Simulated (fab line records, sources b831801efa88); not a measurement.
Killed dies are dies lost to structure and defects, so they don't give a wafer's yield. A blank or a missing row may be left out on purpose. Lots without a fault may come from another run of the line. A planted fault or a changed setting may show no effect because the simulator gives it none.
Which tool did it? | flow sky130 | 12 lots, 36 wafers sampled, at 3 steps of a route of 708

WHAT THE GAUGES READ, wafer by wafer
SKY_METAL2_CD_MEAS_15: target cd 140 nm. Usual: cd_nm 140.1 nm, standard deviation 1.5.
lot  | measured     | on        | cd_nm (nm)        | flag
L279 | day 36 19:41 | cd_sem-01 | 141.1 141.1 139.5 |
L282 | day 37 21:33 | cd_sem-02 | 144.4 142.0 144.5 |
L283 | day 38 08:35 | cd_sem-01 | 142.7 143.9 143.5 |
L284 | day 38 09:51 | cd_sem-01 | 139.7 140.6 140.9 |
L286 | day 38 20:20 | cd_sem-01 | 138.9 138.1 137.6 |
L285 | day 38 21:02 | cd_sem-01 | 140.5 140.2 140.9 |
L289 | day 40 04:17 | cd_sem-01 | 138.3 139.2 136.5 |
L293 | day 40 22:22 | cd_sem-02 | 139.7 141.1 140.4 |
L294 | day 42 02:15 | cd_sem-02 | 137.5 138.2 137.7 |
L297 | day 42 12:47 | cd_sem-01 | 139.6 138.1 139.3 |
L296 | day 42 15:52 | cd_sem-01 | 140.7 139.8 140.2 |
L295 | day 42 20:02 | cd_sem-02 | 140.9 139.9 140.4 |

WHICH TOOL RAN EACH LOT (tool, then ch and the chambers of the sampled wafers, then the start)
lot  | SKY_VIA1_ETCH_14                   | SKY_VIA1_SPUTTER_20
L279 | rie_diel-03 ch 0,2,3, day 35 16:34 | pvd_sputter-02, day 35 17:16
L282 | rie_diel-04 ch 0,1, day 36 18:17   | pvd_sputter-02, day 36 18:58
L283 | rie_diel-03 ch 0,3, day 37 05:10   | pvd_sputter-01, day 37 05:51
L284 | rie_diel-04 ch 1,2,3, day 37 06:11 | pvd_sputter-01, day 37 06:52
L286 | rie_diel-02 ch 0,1,2, day 37 17:11 | pvd_sputter-02, day 37 17:56
L285 | rie_diel-04 ch 0,2,3, day 37 18:22 | pvd_sputter-03, day 37 19:09
L289 | rie_diel-03 ch 1,3, day 39 01:52   | pvd_sputter-03, day 39 02:34
L293 | rie_diel-04 ch 1,2, day 39 20:34   | pvd_sputter-02, day 39 21:15
L294 | rie_diel-04 ch 1,2, day 41 00:55   | pvd_sputter-03, day 41 01:38
L297 | rie_diel-03 ch 1,2, day 41 11:52   | pvd_sputter-01, day 41 12:36
L296 | rie_diel-02 ch 1,2, day 41 14:31   | pvd_sputter-03, day 41 15:14
L295 | rie_diel-02 ch 0,2, day 41 18:05   | pvd_sputter-01, day 41 18:49
- SKY_VIA1_ETCH_14: etches BARC in N2/H2, stops on SiO2, time 45.9 s, target depth 60 nm.
- SKY_VIA1_SPUTTER_20: material TiN, target thk 20 nm, time 80 s.

WHAT THE TOOLS THEMSELVES READ (means of the sampled wafers that have a number; where no wafer has one, the mark that the record gives instead)
SKY_VIA1_ETCH_14. Usual: drypump_motor_current_A 6.0 A, standard deviation 0.32; oes_product_au 0.855 a.u., standard deviation 0.0044; rf_fwd_power_W 494.1 W, standard deviation 2.1; throttle_valve_pct 13.225 %, standard deviation 0.0094.
lot  | tool        | drypump_motor_current_A (A) | oes_product_au (a.u.) | rf_fwd_power_W (W) | throttle_valve_pct (%) | flag
L279 | rie_diel-03 | 5.8                         | 0.859                 | 492.4              | 13.225                 |
L282 | rie_diel-04 | 6.1                         | 0.855                 | 494.5              | 13.220                 |
L283 | rie_diel-03 | 5.9                         | 0.854                 | 493.9              | 13.227                 |
L284 | rie_diel-04 | 6.2                         | 0.861                 | 493.3              | 13.232                 |
L286 | rie_diel-02 | 5.7                         | 0.860                 | 492.5              | 13.231                 |
L285 | rie_diel-04 | 6.4                         | 0.852                 | 495.4              | 13.225                 |
L289 | rie_diel-03 | 5.8                         | 0.855                 | 493.6              | 13.227                 |
L293 | rie_diel-04 | 6.2                         | 0.858                 | 493.7              | 13.230                 |
L294 | rie_diel-04 | 6.1                         | 0.853                 | 493.8              | 13.219                 |
L297 | rie_diel-03 | 5.9                         | 0.853                 | 492.0              | 13.222                 |
L296 | rie_diel-02 | 5.6                         | 0.851                 | 494.5              | 13.220                 |
L295 | rie_diel-02 | 5.9                         | 0.859                 | 494.6              | 13.225                 |

SKY_VIA1_SPUTTER_20. Usual: chamber_pressure_pa 5.000 Pa, standard deviation 0.0099; throttle_valve_pct 29.6 %, standard deviation 0.85.
lot  | tool           | chamber_pressure_pa (Pa) | throttle_valve_pct (%) | flag
L279 | pvd_sputter-02 | 4.996                    | 29.8                   |
L282 | pvd_sputter-02 | 5.003                    | 29.8                   |
L283 | pvd_sputter-01 | 5.011                    | 28.4                   |
L284 | pvd_sputter-01 | 4.999                    | 30.0                   |
L286 | pvd_sputter-02 | 5.008                    | 30.0                   |
L285 | pvd_sputter-03 | 5.005                    | 29.8                   |
L289 | pvd_sputter-03 | 5.000                    | 29.2                   |
L293 | pvd_sputter-02 | 5.003                    | 29.8                   |
L294 | pvd_sputter-03 | 4.996                    | 29.9                   |
L297 | pvd_sputter-01 | 4.995                    | 28.8                   |
L296 | pvd_sputter-03 | 5.005                    | 29.9                   |
L295 | pvd_sputter-01 | 5.002                    | 30.0                   |

THE ANSWER, worked out from the rows above alone
Rule: a lot is off if the mean of its wafers that have a number lies more than 3 standard deviations from the usual mean. A lot without any number at a reading at which 4 lots or more have one is off too. The other lots that the step has rows for count as sound. The gauges are gone through in route order, then the tools' own readings, and for those a lot's mean is taken as printed above. The first step at which some lot is off is used, and at that step the reading that is off furthest; a lot without a number counts as furthest.
No lot is off at any reading shown: from this, nothing can be told.

WHAT THE SIMULATOR HAD PUT IN
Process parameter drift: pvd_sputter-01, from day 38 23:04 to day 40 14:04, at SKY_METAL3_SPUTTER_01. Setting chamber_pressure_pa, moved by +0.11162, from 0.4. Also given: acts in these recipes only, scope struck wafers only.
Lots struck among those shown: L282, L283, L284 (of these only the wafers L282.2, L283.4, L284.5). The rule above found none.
